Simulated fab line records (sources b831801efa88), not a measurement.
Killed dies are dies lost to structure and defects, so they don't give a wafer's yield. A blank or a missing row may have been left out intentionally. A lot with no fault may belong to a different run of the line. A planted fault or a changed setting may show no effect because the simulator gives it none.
Struck lot and sound lot, side by side	flow sky130	17 out of 708 route steps
Sound: these wafers, L706.1, L706.3, L706.4. Struck: wafer L714.1. (L714.3 of the same lot was not struck and is left out.) The cause comes at the end.
Per side, at each step with rows, come the tool, then ch with its chambers, and then its first start. Under that, the readings that differ: sound wafers	struck wafers	difference of the means	sigmas: that difference in standard deviations of wafers without a fault.
alike: a reading whose means differ by less than 2 such deviations, as well as words and numbers matching on both sides. not compared: withheld readings; readings where some wafer has no value; bounds like >300 that might hide an equal value; numbers whose values overlap and for which the record gives no deviation.
Wherever a step has rows on one side only, a row that says differs or no value, or a row with sigmas, the two part there. When numbers do not overlap yet have no deviation, they are printed without sigmas and do not part them. A reading missing from all wafers of one side parts the sides only when that side holds two or more wafers.

first, 2 steps without rows for these wafers: SKY_LOCAL_INTERCONNECT_PEB_09; SKY_LOCAL_INTERCONNECT_DEVELOP_10 (develop time 60 s).
SKY_LOCAL_INTERCONNECT_CD_MEAS_11: the cd target is 170 nm.
  sound: cd_sem-01 at day 31 11:13; struck: cd_sem-01 at day 33 22:50
  alike: cd_nm
SKY_LOCAL_INTERCONNECT_OVL_MEAS_12:
  sound: overlay-02 at day 31 11:20; struck: overlay-01 at day 33 22:58
  alike: LOCAL_INTERCONNECT_OVL
SKY_LOCAL_INTERCONNECT_ETCH_13: etches BARC in N2/H2, stops on SiO2, time 45.9 s, target depth 60 nm.
  sound on rie_metal-01 ch 0,1, day 31 11:22; struck on rie_metal-03 ch 1, day 33 23:00
  alike: drypump_motor_current_A, he_backside_leak_sccm, oes_product_au, throttle_valve_pct
  not compared: rf_hours_counter_h
SKY_LOCAL_INTERCONNECT_METAL_ETCH_14: etches TiN in Cl2/BCl3, stops on PSG, target depth 110 nm, time 31.4 s.
  sound on rie_metal-01 ch 0,1, day 31 11:26; struck on rie_metal-03 ch 1, day 33 23:04
  alike: drypump_motor_current_A, he_backside_leak_sccm, oes_product_au, throttle_valve_pct
  not compared: rf_hours_counter_h
SKY_LOCAL_INTERCONNECT_STRIP_15: strips in O2/N2.
  sound on plasma_asher-01 ch 0,1, day 31 11:29; struck on plasma_asher-01 ch 1, day 33 23:07
reading	sound	struck	difference	sigmas
oes_product_au (a.u.)	0.424 0.430 0.422	0.439	+0.014	+3
  alike: drypump_motor_current_A, strip_time_to_endpoint_s
  not compared: rf_hours_counter_h
then, 3 steps without rows for these wafers: SKY_LOCAL_INTERCONNECT_STRIP_16 (strips in post etch residue remover, time 1200 s); SKY_LOCAL_INTERCONNECT_CLEAN_17 (cleans in IPA, time 180 s); SKY_LOCAL_INTERCONNECT_CLEAN_18 (cleans in O3/DIW).
SKY_CONTACT_CVD_00: deposits Si3N4, target thk 75 nm.
  sound on pecvd-03 ch 1,2, day 31 12:04; struck on pecvd-02 ch 2, day 33 23:44
  alike: heater_power_w
SKY_CONTACT_THK_MEAS_01:
  sound: film_metro-01 at day 31 12:07; struck: film_metro-03 at day 33 23:46
  alike: CONTACT_CVD_00_THK
SKY_CONTACT_HDPCVD_02: deposits SiO2, target thk 565 nm, time 94.2 s.
  sound on hdpcvd-02 ch 0,1,2, day 31 12:10; struck on hdpcvd-02 ch 2, day 33 23:50
reading	sound	struck	difference	sigmas
run_length_s (s)	121.2 122.3 122.2	118.3	-3.6	-7
model.SiO2_of_CONTACT_HDPCVD_02.thk_nm (nm)	570.2 566.9 566	532.6	-35.1	
SKY_CONTACT_THK_MEAS_03:
  sound: film_metro-03 at day 31 12:14; struck: film_metro-01 at day 33 23:54
reading	sound	struck	difference	sigmas
CONTACT_HDPCVD_THK (nm)	570 567 566	533	-35	-7
SKY_CONTACT_CMP_04: polishes SiO2.
  sound on cmp-02 ch 0,1,2, day 31 12:20; struck on cmp-02 ch 1, day 33 23:58
reading	sound	struck	difference	sigmas
time_to_endpoint_s (s)	85 85 82	71	-13	-3
  alike: edge_zone_pressure_frac, motor_current_A, platen_rpm
SKY_CONTACT_BOW_MEAS_05:
  sound: film_metro-01 at day 31 12:35; struck: film_metro-01 at day 34 00:16
  alike: CONTACT_BOW
SKY_PAD_OPEN_PROBE_99:
  rows exist in the record for the sound wafers here (prober-01, day 46 12:13), none for the struck ones

## WHERE THEY PART
Last at SKY_PAD_OPEN_PROBE_99 as far as this record goes, first at SKY_LOCAL_INTERCONNECT_STRIP_15.

WHY: whatever the simulator had introduced
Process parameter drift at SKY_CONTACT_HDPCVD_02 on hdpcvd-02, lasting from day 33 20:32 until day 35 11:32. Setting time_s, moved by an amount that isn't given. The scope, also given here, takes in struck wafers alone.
